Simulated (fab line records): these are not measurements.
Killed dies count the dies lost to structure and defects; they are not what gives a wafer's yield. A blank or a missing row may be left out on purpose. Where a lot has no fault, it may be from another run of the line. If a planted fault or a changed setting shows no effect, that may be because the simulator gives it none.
Check of tool commonality ; flow sky130 ; 33 wafers sampled across 11 lots

## WHAT PROMPTED THE OPENING
2 of 11 lots carry a flag on the reading SD_N_RS at SKY_SD_N_RS_MEAS_16. Fault-free wafers read 68.62 ohm/sq, with a standard deviation of 0.11.
Rule: flag the lot when none of its wafers has a number, or when each of its wafers that has one lies beyond 4 standard deviations from that mean. As for the other lots, they are considered sound.

lot;measured;on;SD_N_RS (ohm/sq), wafer by wafer;flag
L421;day 28 09:18;filmMetro-02;68.63 68.71 68.65;
L422;day 28 10:29;filmMetro-02;68.62 68.57 68.63;
L424;day 29 17:07;filmMetro-04;68.55 68.51 68.60;
L427;day 30 03:22;filmMetro-02;68.48 68.61 68.68;
L429;day 31 18:37;filmMetro-03;68.39 68.51 68.69;
L432;day 32 09:04;filmMetro-03;66.00 66.14 66.10;FLAGGED
L433;day 32 17:41;filmMetro-03;66.07 66.14 66.18;FLAGGED
L438;day 33 22:07;filmMetro-02;68.52 68.53 68.59;
L439;day 34 01:19;filmMetro-04;68.89 68.75 68.68;
L440;day 34 13:40;filmMetro-02;68.58 68.58 68.54;
L444;day 35 13:44;filmMetro-03;68.63 68.59 68.53;
The numbers of the flagged lots are 66.11 ohm/sq on average: -2.52 ohm/sq against the usual, or -23 standard deviations.

## LOT BY LOT: THE TOOL USED
2 process steps preceding the reading are held in the record, out of 708 steps in the route. Every cell lists first the tool, next ch and the chambers used by the sampled wafers, and last the start.
lot;flag;SKY_SD_N_IMPLANT_09;SKY_SD_N_STRIP_11
L421;;implanter-04 ch 0, day 28 08:37;plasmaAsher-01 ch 0,1, day 28 08:53
L422;;implanter-03 ch 0, day 28 09:49;plasmaAsher-03 ch 0,1, day 28 10:05
L424;;implanter-04 ch 0, day 29 16:25;plasmaAsher-03 ch 1, day 29 16:43
L427;;implanter-01 ch 0, day 30 02:41;plasmaAsher-04 ch 0,1, day 30 02:59
L429;;implanter-03 ch 0, day 31 17:55;plasmaAsher-03 ch 0,1, day 31 18:13
L432;FLAGGED;implanter-03 ch 0, day 32 08:22;plasmaAsher-04 ch 0,1, day 32 08:40
L433;FLAGGED;implanter-03 ch 0, day 32 16:59;plasmaAsher-01 ch 0,1, day 32 17:17
L438;;implanter-01 ch 0, day 33 21:22;plasmaAsher-01 ch 0,1, day 33 21:40
L439;;implanter-01 ch 0, day 34 00:37;plasmaAsher-01 ch 0,1, day 34 00:55
L440;;implanter-01 ch 0, day 34 12:58;plasmaAsher-01 ch 0,1, day 34 13:16
L444;;implanter-04 ch 0, day 35 13:02;plasmaAsher-03 ch 0,1, day 35 13:20
What is done by these steps:
- SKY_SD_N_IMPLANT_09
- SKY_SD_N_STRIP_11: strips in O2/N2.
- SKY_SD_N_RS_MEAS_16: measures by four-point-probe.

## FLAGGED AGAINST TOTAL, ONE TOOL AT A TIME (gauges that did the reading follow at the end)
step;tool;lots run;flagged;share of the flagged lots;sound lots run after its first flagged lot
SKY_SD_N_IMPLANT_09;implanter-01;4;0;none;-
SKY_SD_N_IMPLANT_09;implanter-03;4;2;all;0
SKY_SD_N_IMPLANT_09;implanter-04;3;0;none;-
SKY_SD_N_STRIP_11;plasmaAsher-01;5;1;some;3 (L438,L439,L440)
SKY_SD_N_STRIP_11;plasmaAsher-03;4;0;none;-
SKY_SD_N_STRIP_11;plasmaAsher-04;2;1;some;0
SKY_SD_N_RS_MEAS_16;filmMetro-02;5;0;none;-
SKY_SD_N_RS_MEAS_16;filmMetro-03;4;2;all;1 (L444)
SKY_SD_N_RS_MEAS_16;filmMetro-04;2;0;none;-

## WHAT THE TABLE ALLOWS
In 2 table rows, all flagged lots were run: implanter-03 (SKY_SD_N_IMPLANT_09), filmMetro-03 (SKY_SD_N_RS_MEAS_16).
- implanter-03 at SKY_SD_N_IMPLANT_09: 2 of its 4 lots flagged. Its last sound lot is L429 (day 31 17:55), its first flagged lot L432 (day 32 08:22): a fault that began between those two fits. Its own readings (beamOnS, doseIonsCm2) fall more than 4 standard deviations out on all wafers of the flagged lots.
- filmMetro-03 at SKY_SD_N_RS_MEAS_16: 2 of its 4 lots flagged. Sound lots ran on it after the first flagged one (L444), which a lasting fault on the whole tool wouldn't allow.
One tool is left: implanter-03 at SKY_SD_N_IMPLANT_09.

## WHAT WAS PUT IN BY THE SIMULATOR
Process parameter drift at SKY_SD_N_IMPLANT_09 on implanter-03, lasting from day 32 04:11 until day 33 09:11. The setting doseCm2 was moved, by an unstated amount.
Lots struck among those shown: L432, L433. This agrees with what the rule above found.
